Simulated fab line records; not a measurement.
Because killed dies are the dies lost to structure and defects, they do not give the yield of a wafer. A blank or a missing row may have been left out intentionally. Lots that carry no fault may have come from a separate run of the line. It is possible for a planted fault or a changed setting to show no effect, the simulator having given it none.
fab line records -- flow gf180mcu
record lots=7, wafers=21, last_day=34
route steps=602 shown V1@339
lots that met no fault: from a run of the same line without faults
start_h: hours from the record's first day to the start of the lot's first wafer shown -- wait_h: hours elapsed since this lot's preceding step -- " the same as in the row above -- L1.1+2: one row covering several wafers at once -- - value missing, or start not given -- * or withheld: withheld -- < > ~ a bound
route shown NAME@n: NAME is a module with steps in the file, n the number in the route of the first one -- usual: mean and standard deviation over wafers with no fault -- same: alike in all rows -- chamber/n: place in a boat -- sites: the reading at each site -- _std_site: the values' standard deviation -- _edge_site: outer sites' mean less inner sites' -- radius_mm: for every site, how far away it sits from the centre of the wafer -- mask NAME#n: copy n -- behind: the last tool/chamber to shape the wafer -- hold: reason for holding the lot/hours on hold/outcome of the hold -- device: the transistor (n, p or np) that didn't switch -- end of line: tests run on the same wafers once the route is complete -- a step with no rows: only its recipe -- killed: not the wafer's yield, but the dies lost to structure and defects at the first sort -- map: dies across one wafer; x = killed, . = not, _ = none there
set.NAME: the run value of the setting; set.NAME@STEP: its run value at that earlier step -- model.NAME: the simulator's own value behind a step, which no gauge read
lots at selected steps of the route; one table per step, one row per wafer
services: a tool's chamber out of use, with start hour (start_h, from the record's first day; less than 0 if before it), hours out, and reason
## steps
# step GF_V1_CMP_04
# recipe material=SiO2, down_force_psi=4, platen_rpm=60, pad_velocity_m_s=0.94248
# usual motor_current_A=11.6/0.92, retaining_ring_pressure_frac=1.000/0.0049, slurry_flow_ml_min=150.0/0.49, time_to_endpoint_s=83/5.3
lot.wafer,tool,chamber,start_h,wait_h,motor_current_A,retaining_ring_pressure_frac,slurry_flow_ml_min,time_to_endpoint_s
L527.2,cmp-02,3,388.98,0.1,11.1,1.003,150.0,76
L527.3,cmp-02,0,388.98,0.1,11.9,0.997,150.0,83
L527.4,cmp-02,1,388.98,0.1,11.4,1.004,149.7,88
L528.2,cmp-01,1,398.65,0.1,12.9,0.995,149.9,88
L528.5,cmp-01,0,398.65,0.1,10.3,1.002,149.9,95
L528.6,cmp-01,1,398.65,0.1,12.3,1.000,149.1,86
L535.2,cmp-02,2,461.63,0.1,11.8,1.003,150.2,82
L535.1,cmp-02,0,461.63,0.1,11.6,0.996,149.3,79
L535.5,cmp-02,2,461.63,0.1,11.8,1.004,150.4,83
L536.4,cmp-02,1,475.65,0.1,10.8,0.994,150.5,75
L536.1,cmp-02,2,475.65,0.1,11.8,0.995,150.1,84
L536.5,cmp-02,3,475.65,0.1,11.3,0.996,149.6,78
L537.4,cmp-01,3,484.78,0.0,13.3,0.998,149.7,84
L537.2,cmp-01,0,484.78,0.0,11.0,0.999,149.3,82
L537.1,cmp-01,1,484.78,0.0,12.8,0.997,149.6,79
L544.2,cmp-01,1,538.50,0.1,12.5,1.001,150.2,82
L544.3,cmp-01,3,538.50,0.1,13.2,0.992,149.6,82
L544.5,cmp-01,0,538.50,0.1,10.9,0.997,150.2,87
L548.2,cmp-02,3,569.61,0.0,11.2,1.001,149.4,73
L548.1,cmp-02,0,569.61,0.0,12.4,1.001,150.4,78
L548.6,cmp-02,0,569.61,0.0,11.9,0.997,150.5,86
# step GF_V1_BOW_MEAS_05
# recipe mode=bow
# usual V1_BOW=83/7.8
lot.wafer,tool,chamber,start_h,wait_h,V1_BOW[um]
L527.2,film_metro-03,-,389.27,0.2,94
L527.3,film_metro-03,-,389.27,0.2,88
L527.4,film_metro-03,-,389.27,0.2,83
L528.2,film_metro-01,-,398.92,0.2,82
L528.5,film_metro-01,-,398.92,0.2,91
L528.6,film_metro-01,-,398.92,0.2,96
L535.1,film_metro-03,-,461.88,0.1,79
L535.2,film_metro-03,-,461.88,0.1,101
L535.5,film_metro-03,-,461.88,0.1,95
L536.1,film_metro-04,-,475.85,0.1,81
L536.4,film_metro-04,-,475.85,0.1,86
L536.5,film_metro-04,-,475.85,0.1,80
L537.1,film_metro-03,-,485.08,0.1,79
L537.2,film_metro-03,-,485.08,0.1,90
L537.4,film_metro-03,-,485.08,0.1,88
L544.2,film_metro-04,-,538.77,0.2,84
L544.3,film_metro-04,-,538.77,0.2,84
L544.5,film_metro-04,-,538.77,0.2,91
L548.1,film_metro-01,-,569.91,0.2,91
L548.2,film_metro-01,-,569.91,0.2,68
L548.6,film_metro-01,-,569.91,0.2,88
# step GF_V1_DEHYDRATE_06
# recipe temp_c=200, time_s=60
# step GF_V1_HMDS_07
# recipe prime_time_s=60, prime_temp_c=120
# step GF_V1_COAT_08
# recipe resist=BARC, temp_c=withheld, time_s=withheld, spin_rpm=withheld, resist_thk_nm=withheld
# step GF_V1_COAT_09
# recipe resist=KrF, spin_rpm=withheld, resist_thk_nm=1000
# step GF_V1_SOFTBAKE_10
# recipe temp_c=130, time_s=60, resist=KrF
# step GF_V1_EXPOSE_11
# recipe mask_id=Via1, target_cd_nm=260, na=0.68, source_shape=conventional, sigma_outer=0.6, dose_mj=38
# step GF_V1_PEB_12
# recipe peb_temp_c=135, peb_time_s=90, resist=KrF
# step GF_V1_DEVELOP_13
# recipe develop_time_s=60, resist=KrF, dev_temp_c=21
# step GF_V1_CD_MEAS_14
# recipe target_cd_nm=260
# usual cd_nm=259.9/1.4
lot.wafer,tool,chamber,start_h,wait_h,cd_nm
L527.2,cd_sem-02,-,411.87,0.1,259.4
L527.3,cd_sem-02,-,411.87,0.1,259.6
L527.4,cd_sem-02,-,411.87,0.1,259.3
L528.2,cd_sem-02,-,421.82,0.1,257.2
L528.5,cd_sem-02,-,421.82,0.1,258.5
L528.6,cd_sem-02,-,421.82,0.1,258.4
L535.1,cd_sem-02,-,485.90,0.1,259.4
L535.2,cd_sem-02,-,485.90,0.1,259.0
L535.5,cd_sem-02,-,485.90,0.1,259.4
L536.1,cd_sem-02,-,499.27,0.1,257.4
L536.4,cd_sem-02,-,499.27,0.1,257.6
L536.5,cd_sem-02,-,499.27,0.1,257.2
L537.1,cd_sem-02,-,509.00,0.1,259.9
L537.2,cd_sem-02,-,509.00,0.1,260.9
L537.4,cd_sem-02,-,509.00,0.1,261.6
L544.2,cd_sem-02,-,560.76,0.1,260.1
L544.3,cd_sem-02,-,560.76,0.1,261.9
L544.5,cd_sem-02,-,560.76,0.1,261.3
L548.1,cd_sem-02,-,591.49,0.1,258.9
L548.2,cd_sem-02,-,591.49,0.1,258.5
L548.6,cd_sem-02,-,591.49,0.1,259.6
# step GF_V1_OVL_MEAS_15
# usual V1_OVL=-2/6.5
lot.wafer,tool,chamber,start_h,wait_h,V1_OVL[nm]
L527.2,overlay-01,-,411.97,0.1,-3
L527.3,overlay-01,-,411.97,0.1,-1
L527.4,overlay-01,-,411.97,0.1,-7
L528.2,overlay-02,-,421.93,0.1,2
L528.5,overlay-02,-,421.93,0.1,3
L528.6,overlay-02,-,421.93,0.1,-2
L535.1,overlay-02,-,486.02,0.1,3
L535.2,overlay-02,-,486.02,0.1,4
L535.5,overlay-02,-,486.02,0.1,-5
L536.1,overlay-01,-,499.39,0.1,6
L536.4,overlay-01,-,499.39,0.1,9
L536.5,overlay-01,-,499.39,0.1,5
L537.1,overlay-02,-,509.12,0.1,-4
L537.2,overlay-02,-,509.12,0.1,2
L537.4,overlay-02,-,509.12,0.1,-4
L544.2,overlay-01,-,560.87,0.1,8
L544.3,overlay-01,-,560.87,0.1,5
L544.5,overlay-01,-,560.87,0.1,7
L548.1,overlay-02,-,591.61,0.1,-3
L548.2,overlay-02,-,591.61,0.1,-4
L548.6,overlay-02,-,591.61,0.1,0
# step GF_V1_ETCH_16
# recipe chemistry=N2/H2, target_depth_a=withheld, overetch_a=withheld, time_s=withheld, target=BARC, ion_energy_ev=200, source_w=500, bias_w=100, pressure_mtorr=30, n2_flow_sccm=100, h2_flow_sccm=200
# usual bias_w=100.0/0.3, chamber_pressure_mTorr=30.000/0.027, drypump_motor_current_A=5.7/0.4, oes_product_au=0.855/0.0048, throttle_valve_pct=13.224/0.0088
lot.wafer,tool,chamber,start_h,wait_h,bias_w,chamber_pressure_mTorr,drypump_motor_current_A,oes_product_au,throttle_valve_pct
L527.2,rie_diel-04,0,412.00,0.0,100.4,30.045,5.3,0.853,13.232
L527.3,rie_diel-04,3,412.00,0.0,99.9,29.998,5.7,0.861,13.239
L527.4,rie_diel-04,2,412.00,0.0,100.2,29.988,5.9,0.852,13.222
L528.2,rie_diel-04,3,421.96,0.0,99.8,30.008,5.7,0.852,13.236
L528.5,rie_diel-04,3,421.96,0.0,100.1,30.016,5.7,0.854,13.229
L528.6,rie_diel-04,0,421.96,0.0,99.9,30.069,5.2,0.848,13.220
L535.1,rie_diel-04,2,486.06,0.0,-,-,-,-,-
L535.2,rie_diel-04,3,486.06,0.0,-,-,-,-,-
L535.5,rie_diel-04,3,486.06,0.0,-,-,-,-,-
L536.1,rie_diel-03,1,499.42,0.0,-,-,-,-,-
L536.4,rie_diel-03,2,499.42,0.0,-,-,-,-,-
L536.5,rie_diel-03,1,499.42,0.0,-,-,-,-,-
L537.1,rie_diel-03,3,509.15,0.0,-,-,-,-,-
L537.2,rie_diel-03,0,509.15,0.0,-,-,-,-,-
L537.4,rie_diel-03,2,509.15,0.0,-,-,-,-,-
L544.2,rie_diel-02,3,560.90,0.0,100.2,29.984,4.8,0.858,13.223
L544.3,rie_diel-02,2,560.90,0.0,100.1,29.989,5.2,0.856,13.208
L544.5,rie_diel-02,1,560.90,0.0,99.9,30.005,5.9,0.852,13.210
L548.1,rie_diel-02,2,591.65,0.0,100.1,30.008,5.2,0.865,13.226
L548.2,rie_diel-02,1,591.65,0.0,99.8,29.986,5.9,0.846,13.237
L548.6,rie_diel-02,0,591.65,0.0,99.9,29.986,5.8,0.857,13.211
# step GF_V1_ETCH_17
# recipe chemistry=C4F8/O2/Ar, mask_material=KrF, target=SiO2, stop_on=TiN, source_w=1500, bias_w=1200, pressure_mtorr=40, c4f8_flow_sccm=withheld, O2_flow_sccm=6, Ar_flow_sccm=300, time_s=withheld, target_depth_a=6300
# usual bias_w=1200/3.6, chamber_pressure_mTorr=40.00/0.037, oes_product_au=0.846/0.0042
lot.wafer,tool,chamber,start_h,wait_h,bias_w,chamber_pressure_mTorr,oes_product_au
L527.2,rie_diel-04,0,-,-,1200,40.06,0.839
L527.3,rie_diel-04,3,-,-,1200,40.03,0.846
L527.4,rie_diel-04,2,-,-,1199,40.01,0.849
L528.2,rie_diel-04,3,-,-,1200,39.95,0.844
L528.5,rie_diel-04,3,-,-,1203,39.99,0.852
L528.6,rie_diel-04,0,-,-,1199,39.97,0.848
L535.1,rie_diel-04,2,-,-,1193,40.01,0.368
L535.2,rie_diel-04,3,-,-,1199,39.96,0.373
L535.5,rie_diel-04,3,-,-,1195,39.98,0.376
L536.1,rie_diel-03,1,-,-,1196,40.01,0.376
L536.4,rie_diel-03,2,-,-,1197,40.00,0.377
L536.5,rie_diel-03,1,-,-,1195,40.02,0.372
L537.1,rie_diel-03,3,-,-,1202,40.01,0.370
L537.2,rie_diel-03,0,-,-,1199,40.00,0.378
L537.4,rie_diel-03,2,-,-,1197,39.98,0.373
L544.2,rie_diel-02,3,-,-,1206,40.01,0.842
L544.3,rie_diel-02,2,-,-,1205,40.00,0.836
L544.5,rie_diel-02,1,-,-,1198,40.04,0.850
L548.1,rie_diel-02,2,-,-,1198,40.00,0.847
L548.2,rie_diel-02,1,-,-,1200,40.02,0.852
L548.6,rie_diel-02,0,-,-,1201,40.05,0.846
# step GF_V1_STRIP_18
# recipe chemistry=O2/N2, power_w=1400, pressure_mtorr=1500, platen_temp_c=250, o2_flow_sccm=3000, n2_flow_sccm=300, overash_fraction=0.5
# usual drypump_motor_current_A=5.8/0.4, heater_power_w=301/26, o2_flow_sccm=3001/10, oes_product_au=0.592/0.0047, platen_temp_c=250.01/0.18
lot.wafer,tool,chamber,start_h,wait_h,drypump_motor_current_A,heater_power_w,o2_flow_sccm,oes_product_au,platen_temp_c,rf_hours_counter_h
L527.2,plasma_asher-04,1,412.13,-,5.0,326,2988,0.594,250.02,77
L527.3,plasma_asher-04,0,412.13,-,6.3,309,2998,0.602,250.08,-
L527.4,plasma_asher-04,1,412.13,-,5.0,326,3003,0.588,249.88,-
L528.2,plasma_asher-02,0,422.09,-,6.0,272,2989,0.593,250.18,31
L528.5,plasma_asher-02,0,422.09,-,6.0,270,2973,0.594,250.04,-
L528.6,plasma_asher-02,1,422.09,-,5.6,296,2996,0.590,249.94,-
L535.1,plasma_asher-03,1,486.18,-,6.1,324,2999,0.609,250.16,84
L535.2,plasma_asher-03,0,486.18,-,5.8,268,3000,0.605,250.19,84
L535.5,plasma_asher-03,1,486.18,-,6.1,314,2986,0.609,250.25,-
L536.1,plasma_asher-04,1,499.55,-,5.1,337,3015,0.595,249.77,7
L536.4,plasma_asher-04,1,499.55,-,5.1,330,3014,0.600,249.95,-
L536.5,plasma_asher-04,1,499.55,-,5.0,328,3000,0.602,249.84,-
L537.1,plasma_asher-04,1,509.28,-,5.0,331,2999,0.608,250.23,9
L537.2,plasma_asher-04,0,509.28,-,6.3,335,2998,0.609,250.11,9
L537.4,plasma_asher-04,0,509.28,-,6.3,324,2993,0.615,250.20,-
L544.2,plasma_asher-02,1,561.03,-,5.6,297,2988,0.589,250.00,44
L544.3,plasma_asher-02,0,561.03,-,6.0,275,3012,0.579,249.86,-
L544.5,plasma_asher-02,1,561.03,-,5.6,299,2995,0.586,249.83,-
L548.1,plasma_asher-04,1,591.78,-,5.0,332,3004,0.592,249.84,17
L548.2,plasma_asher-04,0,591.78,-,6.3,330,2995,0.597,249.78,17
L548.6,plasma_asher-04,1,591.78,-,5.0,324,2996,0.584,249.96,-
# step GF_V1_STRIP_19
# recipe chemistry=post_etch_residue_remover, time_s=1200, temp_c=72.5
## services
tool,chamber,start_h,hours,kind
rie_diel-03,-,366.49,0.8,repair
plasma_asher-04,-,381.25,9.9,repair
rie_diel-04,3,384.01,2.5,repair
rie_diel-04,-,388.04,15.6,pm
cmp-02,-,404.23,4.0,pm
plasma_asher-04,-,421.25,9.0,pm
cmp-02,-,447.26,3.5,repair
rie_diel-03,-,452.61,4.3,pm
rie_diel-02,0,467.54,2.5,repair
cmp-02,-,471.27,0.3,repair
rie_diel-03,3,480.51,5.7,repair
rie_diel-04,1,485.03,6.0,repair
rie_diel-03,0,492.87,15.2,repair
cmp-02,-,498.70,1.8,repair
cmp-02,-,511.62,6.3,repair
rie_diel-04,2,516.65,9.3,repair
rie_diel-04,1,518.79,5.5,repair
cmp-02,-,519.16,0.4,repair
rie_diel-04,-,550.78,0.6,repair
rie_diel-02,1,554.34,6.4,repair
rie_diel-04,-,569.40,1.0,repair
rie_diel-02,-,578.98,7.5,repair
rie_diel-04,3,587.40,4.9,repair
rie_diel-02,-,588.30,0.1,repair
## key
first_sign step=GF_V1_ETCH_16, reading=tool_record, direction=missing
effect step=GF_V1_ETCH_17, reading=oes_product_au, direction=down, sigmas=99+, usual=0.846, struck=0.374
effect step=GF_V1_STRIP_18, reading=oes_product_au, direction=up, sigmas=3, usual=0.592, struck=0.606
met_at GF_V1_ETCH_16
struck_wafers L535.1,L535.2,L535.5,L536.1,L536.4,L536.5,L537.1,L537.2,L537.4
later_rows_left_out L535.1,L535.2,L535.5,L536.1,L536.4,L536.5,L537.1,L537.2,L537.4
sort_left_out L535.1,L535.2,L535.5,L536.1,L536.4,L536.5,L537.1,L537.2,L537.4
onset_between 421.96 486.06
fault kind=skipped_step_whole, tool=rie_diel-03,rie_diel-04, chamber=-, onset_h=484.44, steps=GF_V1_ETCH_16, scope=struck_lots_only
# sort_left_out: the simulated sort isn't trusted on such a fault, so these wafers' sort isn't shown, and their yield isn't known
# later_rows_left_out: the simulator's readings of these wafers behind a module that went badly wrong aren't trusted and aren't shown, but for the sort
